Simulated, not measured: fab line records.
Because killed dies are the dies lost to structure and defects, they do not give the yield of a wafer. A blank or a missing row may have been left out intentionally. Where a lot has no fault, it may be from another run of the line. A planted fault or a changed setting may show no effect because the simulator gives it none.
fab line records | flow sky130
record: lots: 7 | wafers: 21 | last_day: 50
route steps=708 shown LDD_HVN@268 LDD_HVP@278 PAD_OPEN@708
lots with no fault: from the same line, run without faults
start_h: the number of hours between the record's first day and the start of the first shown wafer of the lot | wait_h: hours elapsed since this lot's preceding step | " identical to the entry in the row above | L1.1+2: one row covering several wafers at once | - no value, or no start was given | * or withheld: withheld | < > ~ a bound
route shown NAME@n: NAME is a module with steps in the file, n the number in the route of the first one | usual: the fault-free wafers' mean and standard deviation | same: alike in all rows | chamber/n: place in a boat | sites: per-site readings | _std_site: their standard deviation | _edge_site: mean of outer sites minus mean of inner sites | radius_mm: for every site, how far away it sits from the centre of the wafer | mask NAME#n: copy n | behind: tool/chamber where the wafer was last shaped | hold: what put the lot on hold/how long, in hours/how the hold closed | device: transistor that didn't switch, given as n, p or np | end of line: tests run on the same wafers once the route is complete | a step without rows: its recipe alone | killed: dies that structure and defects cost at the first sort, which is not the same as the wafer's yield | map: a wafer's dies, x killed, . not, _ none there
set.NAME: the setting that was run; set.NAME@STEP: the one run at that earlier step | model.NAME: the simulator's own value behind a step, which no gauge read
lots seen at some steps along the route; tables by step, rows by wafer
services: when a tool's chamber went out of use (start_h, in hours from the record's first day, below 0 if earlier), for how many hours, and the reason
== steps ==
step: SKY_LDD_HVN_HMDS_01
recipe: prime_time_s: 60 | prime_temp_c: 120
step: SKY_LDD_HVN_COAT_02
recipe: resist: NOVOLAK | spin_rpm: 3000 | resist_thk_nm: 300
step: SKY_LDD_HVN_SOFTBAKE_03
recipe: temp_c: 90 | time_s: 60 | resist: NOVOLAK
step: SKY_LDD_HVN_EXPOSE_04
recipe: mask_id: HVNTM | na: 0.6 | source_shape: conventional | sigma_outer: 0.6 | polarization: unpolarized | target_cd_nm: 700 | dose_mj: 127
step: SKY_LDD_HVN_PEB_05
recipe: temp_c: withheld | time_s: * | resist: NOVOLAK
step: SKY_LDD_HVN_DEVELOP_06
recipe: resist: NOVOLAK | developer: TMAH | develop_time_s: 60 | dev_temp_c: 23
step: SKY_LDD_HVN_OVL_MEAS_07
usual: LDD_HVN_OVL: -0.7/1.3
lot.wafer | tool       | chamber | start_h | wait_h | LDD_HVN_OVL[nm]
L668.2    | overlay-02 | -       | 487.07  | 0.1    | -1.4
L668.5    | "          | -       | "       | "      | -2.4
L668.6    | "          | -       | "       | "      | -1.2
L675.3    | overlay-01 | -       | 560.59  | 0.1    | -1.5
L675.4    | "          | -       | "       | "      | -1.5
L675.6    | "          | -       | "       | "      | -0.5
L680.2    | overlay-01 | -       | 599.27  | 0.1    | -2.1
L680.5    | "          | -       | "       | "      | -2.1
L680.6    | "          | -       | "       | "      | -1.8
L681.1    | overlay-01 | -       | 608.19  | 0.1    | -2.7
L681.3    | "          | -       | "       | "      | -4.3
L681.4    | "          | -       | "       | "      | -2.2
L683.2    | overlay-02 | -       | 614.74  | 0.1    | -0.7
L683.3    | "          | -       | "       | "      | 0.5
L683.6    | "          | -       | "       | "      | -0.1
L687.1    | overlay-01 | -       | 649.07  | 0.1    | 0.4
L687.4    | "          | -       | "       | "      | 1.1
L687.5    | "          | -       | "       | "      | -0.8
L689.3    | overlay-01 | -       | 658.49  | 0.1    | -1.1
L689.4    | "          | -       | "       | "      | -1.2
L689.5    | "          | -       | "       | "      | -0.5
step: SKY_LDD_HVN_IMPLANT_08
recipe: species: P | energy_kev: 60 | dose_cm2: 2.927e+13 | tilt_deg: 40
step: SKY_LDD_HVN_STRIP_09
recipe: chemistry: O2/N2 | power_w: 1400 | pressure_mtorr: 1500 | platen_temp_c: withheld | o2_flow_sccm: 3000 | n2_flow_sccm: 300 | overash_fraction: 0.5
usual: drypump_motor_current_A: 5.39/0.28 | oes_product_au: 0.408/0.0041 | strip_time_to_endpoint_s: 4.132/0.015
lot.wafer | tool            | chamber | start_h | wait_h | drypump_motor_current_A | oes_product_au | rf_hours_counter_h | strip_time_to_endpoint_s
L668.2    | plasma_asher-02 | 1       | 487.25  | 0.1    | 5.90                    | 0.403          | 79                 | 4.134
L668.5    | "               | 0       | "       | "      | 5.14                    | 0.409          | -                  | 4.134
L668.6    | "               | 1       | "       | "      | 5.90                    | 0.407          | -                  | 4.136
L675.3    | plasma_asher-02 | 1       | 560.79  | 0.1    | 5.87                    | 0.413          | -                  | 4.120
L675.4    | "               | 0       | "       | "      | 5.12                    | 0.404          | -                  | 4.120
L675.6    | "               | 0       | "       | "      | 5.12                    | 0.405          | -                  | 4.119
L680.2    | plasma_asher-01 | 1       | 599.45  | 0.1    | 5.19                    | 0.404          | 16                 | 4.142
L680.5    | "               | 0       | "       | "      | 5.56                    | 0.407          | -                  | 4.144
L680.6    | "               | 1       | "       | "      | 5.19                    | 0.408          | -                  | 4.150
L681.1    | plasma_asher-04 | 1       | 608.37  | 0.1    | 5.68                    | 0.402          | 81                 | 4.120
L681.3    | "               | 0       | "       | "      | 5.08                    | 0.406          | -                  | 4.132
L681.4    | "               | 1       | "       | "      | 5.69                    | 0.405          | -                  | 4.109
L683.2    | plasma_asher-01 | 1       | 614.92  | 0.1    | 5.19                    | 0.403          | 18                 | 4.139
L683.3    | "               | 1       | "       | "      | 5.19                    | 0.406          | -                  | 4.129
L683.6    | "               | 1       | "       | "      | 5.20                    | 0.408          | -                  | 4.140
L687.1    | plasma_asher-01 | 0       | 649.25  | 0.1    | 5.56                    | 0.407          | 21                 | 4.121
L687.4    | "               | 0       | "       | "      | 5.55                    | 0.414          | -                  | 4.136
L687.5    | "               | 0       | "       | "      | 5.56                    | 0.409          | -                  | 4.159
L689.3    | plasma_asher-04 | 1       | 658.69  | 0.1    | 5.64                    | 0.413          | -                  | 4.133
L689.4    | "               | 0       | "       | "      | 5.05                    | 0.411          | -                  | 4.147
L689.5    | "               | 1       | "       | "      | 5.67                    | 0.411          | -                  | 4.131
step: SKY_LDD_HVN_TW_MEAS_10
usual: LDD_HVN_TW: 1423/9.3
lot.wafer | tool          | chamber | start_h | wait_h | LDD_HVN_TW
L668.2    | film_metro-01 | -       | 487.36  | 0.1    | 1430
L668.5    | "             | -       | "       | "      | 1425
L668.6    | "             | -       | "       | "      | 1424
L675.3    | film_metro-04 | -       | 560.88  | 0.1    | 1431
L675.4    | "             | -       | "       | "      | 1432
L675.6    | "             | -       | "       | "      | 1431
L680.2    | film_metro-04 | -       | 599.56  | 0.1    | 1428
L680.5    | "             | -       | "       | "      | 1425
L680.6    | "             | -       | "       | "      | 1428
L681.1    | film_metro-04 | -       | 608.47  | 0.1    | 1426
L681.3    | "             | -       | "       | "      | 1413
L681.4    | "             | -       | "       | "      | 1423
L683.2    | film_metro-04 | -       | 615.03  | 0.1    | 1424
L683.3    | "             | -       | "       | "      | 1423
L683.6    | "             | -       | "       | "      | 1422
L687.1    | film_metro-03 | -       | 649.35  | 0.1    | 1417
L687.4    | "             | -       | "       | "      | 1419
L687.5    | "             | -       | "       | "      | 1413
L689.3    | film_metro-04 | -       | 658.78  | 0.1    | 1421
L689.4    | "             | -       | "       | "      | 1423
L689.5    | "             | -       | "       | "      | 1433
step: SKY_LDD_HVP_DEHYDRATE_00
recipe: temp_c: 200 | time_s: 60
step: SKY_LDD_HVP_HMDS_01
recipe: prime_time_s: 60 | prime_temp_c: 120
step: SKY_LDD_HVP_COAT_02
recipe: resist: NOVOLAK | spin_rpm: 3000 | resist_thk_nm: 300
lot.wafer | tool           | chamber | start_h | wait_h | model.NOVOLAK_of_LDD_HVP_COAT_02.thk_nm
L668.2    | litho_track-04 | 0       | 502.56  | 0.1    | 298.5
L668.5    | "              | 0       | "       | "      | 299.3
L668.6    | "              | 0       | "       | "      | 298.3
L675.3    | litho_track-01 | 0       | 575.23  | 0.1    | 301.2
L675.4    | "              | 0       | "       | "      | 301.9
L675.6    | "              | 0       | "       | "      | 300.8
L680.2    | litho_track-03 | 0       | 613.66  | 0.1    | 323.7
L680.5    | "              | 0       | "       | "      | 323.5
L680.6    | "              | 0       | "       | "      | 323.2
L681.1+4  | litho_track-03 | 0       | 622.63  | 0.1    | 324.1
L681.3    | "              | 0       | "       | "      | 323.2
L683.2    | litho_track-03 | 0       | 628.76  | 0.1    | 324.9
L683.3    | "              | 0       | "       | "      | 324.6
L683.6    | "              | 0       | "       | "      | 324.3
L687.1    | litho_track-04 | 0       | 663.29  | 0.1    | 301.3
L687.4    | "              | 0       | "       | "      | 300.4
L687.5    | "              | 0       | "       | "      | 300.5
L689.3    | litho_track-01 | 0       | 672.68  | 0.1    | 300.5
L689.4    | "              | 0       | "       | "      | 300.9
L689.5    | "              | 0       | "       | "      | 300.6
step: SKY_LDD_HVP_SOFTBAKE_03
recipe: temp_c: 90 | time_s: 60 | resist: NOVOLAK
step: SKY_LDD_HVP_EXPOSE_04
recipe: mask_id: HVPTM | na: 0.6 | source_shape: conventional | sigma_outer: 0.6 | polarization: unpolarized | target_cd_nm: 700 | dose_mj: 86
step: SKY_LDD_HVP_PEB_05
recipe: temp_c: withheld | time_s: * | resist: NOVOLAK
step: SKY_LDD_HVP_DEVELOP_06
recipe: resist: NOVOLAK | developer: TMAH | develop_time_s: 60 | dev_temp_c: 23
same: develop_time_s: 60
lot.wafer | tool           | chamber | start_h | wait_h | model.NOVOLAK_of_LDD_HVP_COAT_02.thk_nm
L668.2    | litho_track-01 | 0       | 517.60  | 0.1    | 298.1
L668.5    | "              | 0       | "       | "      | 298.9
L668.6    | "              | 0       | "       | "      | 297.9
L675.3    | litho_track-03 | 0       | 590.68  | 0.1    | 300.8
L675.4    | "              | 0       | "       | "      | 301.5
L675.6    | "              | 0       | "       | "      | 300.4
L680.2    | litho_track-03 | 0       | 627.71  | 0.1    | 323.3
L680.5    | "              | 0       | "       | "      | 323.1
L680.6    | "              | 0       | "       | "      | 322.8
L681.1+4  | litho_track-01 | 0       | 636.53  | 0.1    | 323.7
L681.3    | "              | 0       | "       | "      | 322.8
L683.2    | litho_track-04 | 0       | 643.41  | 0.1    | 324.5
L683.3    | "              | 0       | "       | "      | 324.2
L683.6    | "              | 0       | "       | "      | 323.9
L687.1    | litho_track-04 | 0       | 678.04  | 0.1    | 300.9
L687.4    | "              | 0       | "       | "      | 300
L687.5    | "              | 0       | "       | "      | 300.1
L689.3    | litho_track-04 | 0       | 687.04  | 0.1    | 300.1
L689.4    | "              | 0       | "       | "      | 300.5
L689.5    | "              | 0       | "       | "      | 300.2
step: SKY_LDD_HVP_OVL_MEAS_07
usual: LDD_HVP_OVL: 0.5/1.5
lot.wafer | tool       | chamber | start_h | wait_h | LDD_HVP_OVL[nm]
L668.2    | overlay-02 | -       | 517.73  | 0.1    | 1.7
L668.5    | "          | -       | "       | "      | 2.8
L668.6    | "          | -       | "       | "      | 3.1
L675.3    | overlay-01 | -       | 590.79  | 0.1    | -1.5
L675.4    | "          | -       | "       | "      | -0.7
L675.6    | "          | -       | "       | "      | -0.3
L680.2    | overlay-02 | -       | 627.84  | 0.1    | 0.6
L680.5    | "          | -       | "       | "      | 1.5
L680.6    | "          | -       | "       | "      | -0.9
L681.1    | overlay-02 | -       | 636.68  | 0.1    | 0.4
L681.3    | "          | -       | "       | "      | -1.5
L681.4    | "          | -       | "       | "      | -0.7
L683.2    | overlay-01 | -       | 643.54  | 0.1    | 0.1
L683.3    | "          | -       | "       | "      | 0.0
L683.6    | "          | -       | "       | "      | 0.5
L687.1    | overlay-01 | -       | 678.19  | 0.1    | -0.4
L687.4    | "          | -       | "       | "      | -0.8
L687.5    | "          | -       | "       | "      | -0.9
L689.3    | overlay-02 | -       | 687.15  | 0.1    | 0.0
L689.4    | "          | -       | "       | "      | -0.2
L689.5    | "          | -       | "       | "      | -0.7
step: SKY_LDD_HVP_IMPLANT_08
recipe: species: B | energy_kev: 20 | dose_cm2: 1.7e+13 | tilt_deg: 17.9
step: SKY_LDD_HVP_STRIP_09
recipe: chemistry: O2/N2 | power_w: 1400 | pressure_mtorr: 1500 | platen_temp_c: withheld | o2_flow_sccm: 3000 | n2_flow_sccm: 300 | overash_fraction: 0.5
usual: drypump_motor_current_A: 5.5/0.36 | oes_product_au: 0.408/0.0042 | strip_time_to_endpoint_s: 4.135/0.016
lot.wafer | tool            | chamber | start_h | wait_h | drypump_motor_current_A | oes_product_au | rf_hours_counter_h | strip_time_to_endpoint_s
L668.2    | plasma_asher-04 | 0       | 517.91  | 0.1    | 5.1                     | 0.412          | 72                 | 4.112
L668.5    | "               | 0       | "       | "      | 5.1                     | 0.404          | -                  | 4.128
L668.6    | "               | 1       | "       | "      | 5.6                     | 0.410          | -                  | 4.115
L675.3    | plasma_asher-02 | 1       | 591.00  | 0.1    | 5.9                     | 0.408          | -                  | 4.141
L675.4    | "               | 0       | "       | "      | 5.1                     | 0.413          | -                  | 4.159
L675.6    | "               | 0       | "       | "      | 5.1                     | 0.405          | -                  | 4.161
L680.2    | plasma_asher-04 | 1       | 628.02  | 0.1    | 5.7                     | 0.427          | 83                 | 4.439
L680.5    | "               | 0       | "       | "      | 5.1                     | 0.415          | -                  | 4.433
L680.6    | "               | 1       | "       | "      | 5.6                     | 0.414          | -                  | 4.434
L681.1    | plasma_asher-03 | 1       | 636.86  | 0.1    | 6.1                     | 0.419          | 51                 | 4.455
L681.3    | "               | 0       | "       | "      | 5.7                     | 0.420          | -                  | 4.436
L681.4    | "               | 1       | "       | "      | 6.0                     | 0.416          | -                  | 4.454
L683.2    | plasma_asher-03 | 1       | 643.72  | 0.1    | 6.1                     | 0.415          | 52                 | 4.465
L683.3    | "               | 1       | "       | "      | 6.1                     | 0.415          | -                  | 4.453
L683.6    | "               | 1       | "       | "      | 6.1                     | 0.420          | -                  | 4.462
L687.1    | plasma_asher-02 | 1       | 678.37  | 0.1    | 5.9                     | 0.410          | 97                 | 4.132
L687.4    | "               | 1       | "       | "      | 5.9                     | 0.405          | -                  | 4.131
L687.5    | "               | 1       | "       | "      | 5.9                     | 0.413          | -                  | 4.149
L689.3    | plasma_asher-04 | 1       | 687.36  | 0.1    | 5.6                     | 0.413          | -                  | 4.133
L689.4    | "               | 0       | "       | "      | 5.1                     | 0.408          | -                  | 4.155
L689.5    | "               | 1       | "       | "      | 5.6                     | 0.400          | -                  | 4.141
step: SKY_LDD_HVP_TW_MEAS_10
usual: LDD_HVP_TW: 459/4.8
lot.wafer | tool          | chamber | start_h | wait_h | LDD_HVP_TW
L668.2    | film_metro-02 | -       | 518.02  | 0.1    | 462
L668.5    | "             | -       | "       | "      | 463
L668.6    | "             | -       | "       | "      | 463
L675.3    | film_metro-02 | -       | 591.09  | 0.1    | 463
L675.4    | "             | -       | "       | "      | 461
L675.6    | "             | -       | "       | "      | 462
L680.2    | film_metro-03 | -       | 628.13  | 0.1    | 455
L680.5    | "             | -       | "       | "      | 452
L680.6    | "             | -       | "       | "      | 456
L681.1    | film_metro-02 | -       | 636.96  | 0.1    | 464
L681.3    | "             | -       | "       | "      | 465
L681.4    | "             | -       | "       | "      | 465
L683.2    | film_metro-02 | -       | 643.83  | 0.1    | 465
L683.3    | "             | -       | "       | "      | 465
L683.6    | "             | -       | "       | "      | 467
L687.1    | film_metro-02 | -       | 678.47  | 0.1    | 464
L687.4    | "             | -       | "       | "      | 462
L687.5    | "             | -       | "       | "      | 464
L689.3    | film_metro-04 | -       | 687.44  | 0.1    | 458
L689.4    | "             | -       | "       | "      | 457
L689.5    | "             | -       | "       | "      | 457
step: SKY_PAD_OPEN_PROBE_99
usual: killed_at_M0_to_M3: 44/7.3 | killed_at_M4_up: 3.3/1.8 | killed_at_contacts: 24/5.3 | killed_at_front_end: 16/5 | killed_at_other: 0.2/0.51 | killed_dies: 87/10 | killed_open: 47/7.5 | killed_short: 40/6.3
same: gross_dies: 492 | killed_at_back_side: 0
lot.wafer | tool      | chamber | start_h | wait_h | killed_at_M0_to_M3 | killed_at_M4_up | killed_at_contacts | killed_at_front_end | killed_at_other | killed_dies | killed_open | killed_short
L668.2    | prober-02 | -       | 1094.30 | 0.1    | 54                 | 3               | 23                 | 15                  | 0               | 95          | 55          | 40
L668.5    | prober-02 | -       | 1094.45 | 0.2    | 53                 | 2               | 30                 | 11                  | 1               | 97          | 52          | 45
L668.6    | prober-02 | -       | 1094.50 | 0.2    | 30                 | 1               | 33                 | 14                  | 1               | 79          | 36          | 43
L687.1    | prober-01 | -       | 1199.89 | 0.1    | 41                 | 3               | 17                 | 7                   | 0               | 68          | 37          | 31
L687.4    | prober-01 | -       | 1200.04 | 0.2    | 40                 | 5               | 21                 | 12                  | 0               | 78          | 38          | 40
L687.5    | prober-01 | -       | 1200.09 | 0.2    | 46                 | 4               | 30                 | 10                  | 0               | 90          | 53          | 37
killed by level:class
L668.2 VIA1:geometric_particle:open=11 CONTACT:geometric_particle:open=11 VIA2:geometric_particle:open=10 METAL1:geometric_particle:short=9 LI_CONTACT:geometric_particle:open=7 METAL2:geometric_particle:short=6 VIA3:geometric_particle:open=6 POLY_GATE:geometric_particle:short=4
L668.5 VIA1:geometric_particle:open=14 LI_CONTACT:geometric_particle:open=10 VIA3:geometric_particle:open=8 CONTACT:geometric_particle:open=8 VIA3:geometric_particle:short=7 VIA2:geometric_particle:open=6 CONTACT:geometric_particle:short=5 METAL2:geometric_particle:short=5
L668.6 CONTACT:geometric_particle:short=12 LI_CONTACT:geometric_particle:open=8 CONTACT:geometric_particle:open=8 METAL1:geometric_particle:short=8 VIA2:geometric_particle:open=6 VIA1:geometric_particle:open=5 FIELD_ISO:geometric_particle:open=4 POLY_GATE:geometric_particle:short=4
L687.1 CONTACT:geometric_particle:open=7 METAL2:geometric_particle:short=7 METAL1:geometric_particle:short=6 VIA1:geometric_particle:open=6 CONTACT:geometric_particle:short=4 VIA2:geometric_particle:open=4 VIA3:geometric_particle:open=4 FIELD_ISO:geometric_particle:open=3
L687.4 VIA3:geometric_particle:open=10 CONTACT:geometric_particle:open=7 VIA1:geometric_particle:open=7 METAL1:geometric_particle:short=6 FIELD_ISO:geometric_particle:short=5 LI_CONTACT:geometric_particle:open=5 LOCAL_INTERCONNECT:geometric_particle:short=5 METAL2:geometric_particle:short=5
L687.5 CONTACT:geometric_particle:open=11 VIA3:geometric_particle:open=9 VIA1:geometric_particle:open=8 LI_CONTACT:geometric_particle:open=7 VIA2:geometric_particle:open=7 LOCAL_INTERCONNECT:geometric_particle:short=6 VIA1:geometric_particle:short=6 FIELD_ISO:geometric_particle:open=5
== services ==
tool            | chamber | start_h | hours | kind
plasma_asher-03 | -       | 501.96  | 0.7   | repair
plasma_asher-01 | -       | 559.42  | 6.5   | repair
plasma_asher-02 | -       | 636.01  | 2.1   | repair
plasma_asher-01 | -       | 650.34  | 3.3   | repair
plasma_asher-04 | -       | 660.70  | 3.5   | repair
plasma_asher-02 | -       | 672.43  | 3.5   | repair
== key ==
first_sign: step: SKY_LDD_HVP_STRIP_09 | reading: strip_time_to_endpoint_s | direction: up | sigmas: 20 | usual: * | struck: *
effect none on later readings
model_effect: step: SKY_LDD_HVP_COAT_02 | value: NOVOLAK_of_LDD_HVP_COAT_02.thk_nm | without: 300.9 | struck: 324
model_effect: step: SKY_LDD_HVP_DEVELOP_06 | value: NOVOLAK_of_LDD_HVP_COAT_02.thk_nm | without: 300.5 | struck: 323.6
met_at SKY_LDD_HVP_COAT_02
struck_wafers L680.2,L680.5,L680.6,L681.1,L681.3,L681.4,L683.2,L683.3,L683.6
tester_left_out L680,L681,L683
fault: kind: process_parameter_drift | tool: litho_track-03 | chamber: - | onset_h: 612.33 | steps: SKY_LDD_HVP_COAT_02 | channel: resist_thk_nm | offset: 23.004 | shape: step | end_h: 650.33 | acts_in: these_recipes_only | stated: 300
tester_left_out: of these lots the tester's yield and bins aren't shown, on N5 and GAA mostly nor the transistor test; their killed dies are dies lost to structure and defects alone, not to doping, threshold or leakage, so they don't give the yield
